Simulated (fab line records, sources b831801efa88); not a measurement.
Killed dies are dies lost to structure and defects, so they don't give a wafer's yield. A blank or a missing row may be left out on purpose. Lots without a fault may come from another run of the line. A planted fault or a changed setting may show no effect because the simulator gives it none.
A struck lot beside a sound one | flow gf180mcu | 15 steps out of a route of 602
Sound: wafers L309.2, L309.3, L309.4. Struck: wafers L301.1, L301.5, L301.6. The cause comes at the end.
At each step with rows: each side's tool, then ch and its chambers, then its first start. Under that, the readings that differ: sound wafers | struck wafers | difference of the means | sigmas: that difference in standard deviations of wafers without a fault.
alike: readings whose means differ by less than 2 such deviations, and words and numbers that are the same on both sides. not compared: withheld readings, readings that some wafer has no value for, bounds like >300 that may hide the same value, and numbers for which the record gives no deviation and whose values overlap.
The two part at a step that has a row with sigmas, a row that says differs or no value, or rows on one side only. Numbers that don't overlap but have no deviation are shown without sigmas and don't part them. A reading that every wafer of one side lacks parts them only if that side has two wafers or more.

GF_M1_SPUTTER_04: material TiN, target thk 50 nm, time 41.7 s.
  sound on pvd_sputter-02, day 22 10:02; struck on pvd_sputter-01, day 19 12:05
  alike: throttle_valve_pct
GF_M1_RS_MEAS_05: measures by four-point-probe.
  sound on film_metro-01, day 22 10:06; struck on film_metro-01, day 19 12:07
  alike: M1_ALCU_RS
GF_M1_THK_MEAS_06: measures by xrf.
  sound on film_metro-01, day 22 10:13; struck on film_metro-01, day 19 12:14
  alike: M1_ALCU_THK
then, 7 steps without rows for these wafers: GF_M1_DEHYDRATE_07 (time 60 s); GF_M1_HMDS_08 (prime time 60 s); GF_M1_COAT_09 (resist thk 1000 nm); GF_M1_SOFTBAKE_10 (time 60 s); GF_M1_EXPOSE_11 (exposes mask Metal1, target cd 230 nm); GF_M1_PEB_12 (peb time 90 s); GF_M1_DEVELOP_13 (develop time 60 s).
GF_M1_CD_MEAS_14: target cd 230 nm.
  sound on cd_sem-01, day 23 08:50; struck on cd_sem-02, day 20 12:29
  reading    | sound             | struck            | difference | sigmas
  cd_nm (nm) | 232.3 233.5 232.2 | 228.0 229.1 228.6 | -4.1       | -3
GF_M1_OVL_MEAS_15:
  sound on overlay-02, day 23 08:57; struck on overlay-01, day 20 12:36
  alike: M1_OVL
GF_M1_METAL_ETCH_16: etches the open film in Cl2/BCl3, stops on SiO2, target depth 627.5 nm, time 104.6 s.
  sound on rie_metal-04 ch 0,1, day 23 08:59; struck on rie_metal-02 ch 0,1, day 20 12:38
  reading                             | sound                | struck               | difference | sigmas
  oes_product_au (a.u.)               | 0.967 0.971 0.966    | 0.797 0.791 0.801    | -0.172     | -29
  throttle_valve_pct (%)              | 28.246 28.228 28.245 | 28.454 28.448 28.454 | +0.212     | +21
  model.etch.depth_nm (nm)            | 602.2 604.7 602.7    | 420.9 412.2 421.6    | -185.0     |
  model.M1.feature_depth_nm (nm)      | 602.2 604.7 602.7    | 420.9 412.2 421.6    | -185.0     |
  model.KrF_of_M1_COAT_09.thk_nm (nm) | 738.6 739.3 737.6    | 812.8 817.7 814.4    | +76.5      |
  alike: chamber_pressure_mTorr, drypump_motor_current_A
  not compared: rf_hours_counter_h
GF_M1_STRIP_17: strips in O2/N2.
  sound on plasma_asher-03 ch 0,1, day 23 09:05; struck on plasma_asher-03 ch 0,1, day 20 12:44
  reading                      | sound             | struck            | difference | sigmas
  oes_product_au (a.u.)        | 0.562 0.561 0.561 | 0.587 0.589 0.596 | +0.029     | +7
  strip_time_to_endpoint_s (s) | 7.92 7.92 7.92    | 8.64 8.67 8.66    | +0.74      | +19
  alike: chamber_pressure_mTorr, drypump_motor_current_A, heater_power_w, o2_flow_sccm
  not compared: rf_hours_counter_h
then, 1 step without rows for these wafers: GF_M1_STRIP_18 (strips in post etch residue remover, time 1200 s).

WHERE THEY PART
First at GF_M1_CD_MEAS_14; last, within this record, at GF_M1_STRIP_17.

WHY: what the simulator had put in
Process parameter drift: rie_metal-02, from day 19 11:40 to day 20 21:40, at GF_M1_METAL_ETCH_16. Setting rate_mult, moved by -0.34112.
